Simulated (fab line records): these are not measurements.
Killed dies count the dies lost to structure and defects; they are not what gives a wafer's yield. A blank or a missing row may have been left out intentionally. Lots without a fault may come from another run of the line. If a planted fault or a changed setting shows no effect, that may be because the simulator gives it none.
What tool caused it? / flow sky130 / 13 lots with 39 wafers sampled at 2 steps, on a route of 708 steps

== WHAT THE GAUGES SHOWED, per wafer ==
SKY_VT_ADJUST_PCH_TW_MEAS_10. Usual: VT_ADJUST_PCH_TW 142.5, standard deviation 0.62.
lot=L327; measured=day 10 07:27; on=film metro-01; VT_ADJUST_PCH_TW=143.6 143.8 143.5; flag=
lot=L328; measured=day 10 11:31; on=film metro-03; VT_ADJUST_PCH_TW=142.6 141.9 142.5; flag=
lot=L329; measured=day 10 22:11; on=film metro-03; VT_ADJUST_PCH_TW=143.1 141.9 141.8; flag=
lot=L330; measured=day 11 04:43; on=film metro-03; VT_ADJUST_PCH_TW=142.2 142.1 143.0; flag=
lot=L331; measured=day 11 09:46; on=film metro-01; VT_ADJUST_PCH_TW=144.1 144.0 143.6; flag=
lot=L332; measured=day 12 03:52; on=film metro-02; VT_ADJUST_PCH_TW=143.2 142.6 142.5; flag=
lot=L336; measured=day 13 06:07; on=film metro-02; VT_ADJUST_PCH_TW=141.9 142.2 142.2; flag=
lot=L338; measured=day 14 01:10; on=film metro-03; VT_ADJUST_PCH_TW=142.9 142.6 142.4; flag=
lot=L339; measured=day 14 08:58; on=film metro-03; VT_ADJUST_PCH_TW=142.2 142.0 142.4; flag=
lot=L346; measured=day 16 17:39; on=film metro-02; VT_ADJUST_PCH_TW=142.1 142.7 142.4; flag=
lot=L348; measured=day 17 02:24; on=film metro-03; VT_ADJUST_PCH_TW=142.2 142.6 142.5; flag=
lot=L349; measured=day 17 08:35; on=film metro-03; VT_ADJUST_PCH_TW=142.2 142.1 141.8; flag=
lot=L350; measured=day 17 18:31; on=film metro-01; VT_ADJUST_PCH_TW=143.4 143.8 142.8; flag=

SKY_POLY_GATE_THK_MEAS_01. Usual: POLY_GATE_CVD_00_THK 180.3 nm, standard deviation 1.7.
lot=L327; measured=day 13 22:11; on=film metro-03; POLY_GATE_CVD_00_THK (nm)=181.6 180.8 180.8; flag=
lot=L328; measured=day 14 02:58; on=film metro-02; POLY_GATE_CVD_00_THK (nm)=181.4 181.6 181.9; flag=
lot=L329; measured=day 14 15:34; on=film metro-02; POLY_GATE_CVD_00_THK (nm)=178.9 181.6 180.4; flag=
lot=L330; measured=day 14 22:17; on=film metro-01; POLY_GATE_CVD_00_THK (nm)=176.8 178.4 177.6; flag=
lot=L331; measured=day 15 01:15; on=film metro-01; POLY_GATE_CVD_00_THK (nm)=181.7 179.3 180.6; flag=
lot=L332; measured=day 16 00:59; on=film metro-01; POLY_GATE_CVD_00_THK (nm)=180.6 181.8 181.7; flag=
lot=L336; measured=day 17 03:22; on=film metro-02; POLY_GATE_CVD_00_THK (nm)=180.7 180.7 181.3; flag=
lot=L338; measured=day 18 02:10; on=film metro-02; POLY_GATE_CVD_00_THK (nm)=180.9 182.5 182.1; flag=
lot=L339; measured=day 18 10:46; on=film metro-03; POLY_GATE_CVD_00_THK (nm)=180.5 178.6 180.0; flag=
lot=L346; measured=day 20 23:39; on=film metro-01; POLY_GATE_CVD_00_THK (nm)=181.3 180.5 180.4; flag=
lot=L348; measured=day 21 11:41; on=film metro-03; POLY_GATE_CVD_00_THK (nm)=178.8 178.9 179.8; flag=
lot=L349; measured=day 21 16:32; on=film metro-02; POLY_GATE_CVD_00_THK (nm)=180.8 180.7 181.2; flag=
lot=L350; measured=day 22 02:59; on=film metro-03; POLY_GATE_CVD_00_THK (nm)=182.3 184.6 184.2; flag=

== EACH LOT AND THE TOOL THAT RAN IT (in order: tool; ch and the chambers of the sampled wafers; start) ==
Before these readings, the record contains no process step.

== AS READ BY THE TOOLS THEMSELVES (means over the sampled wafers that have a number; for cases with no such wafer, the mark the record gives instead) ==
The record holds no such reading with a usual standard deviation.

== THE ANSWER, worked out from the rows above alone ==
Rule: a lot counts as off when the mean over its wafers that have a number is more than 3 standard deviations away from the usual mean. Also off: a lot with no number at a reading for which 4 or more lots have one. All remaining lots with rows at the step are treated as sound. After the gauges, taken in route order, come the tools' own readings; for these a lot's mean is taken, as printed above. At the first step where some lot is off, the reading lying furthest off is the one used; lots without a number count as furthest.
None of the lots is off at any reading shown; this tells nothing.

== WHAT THE SIMULATOR HAD INSERTED ==
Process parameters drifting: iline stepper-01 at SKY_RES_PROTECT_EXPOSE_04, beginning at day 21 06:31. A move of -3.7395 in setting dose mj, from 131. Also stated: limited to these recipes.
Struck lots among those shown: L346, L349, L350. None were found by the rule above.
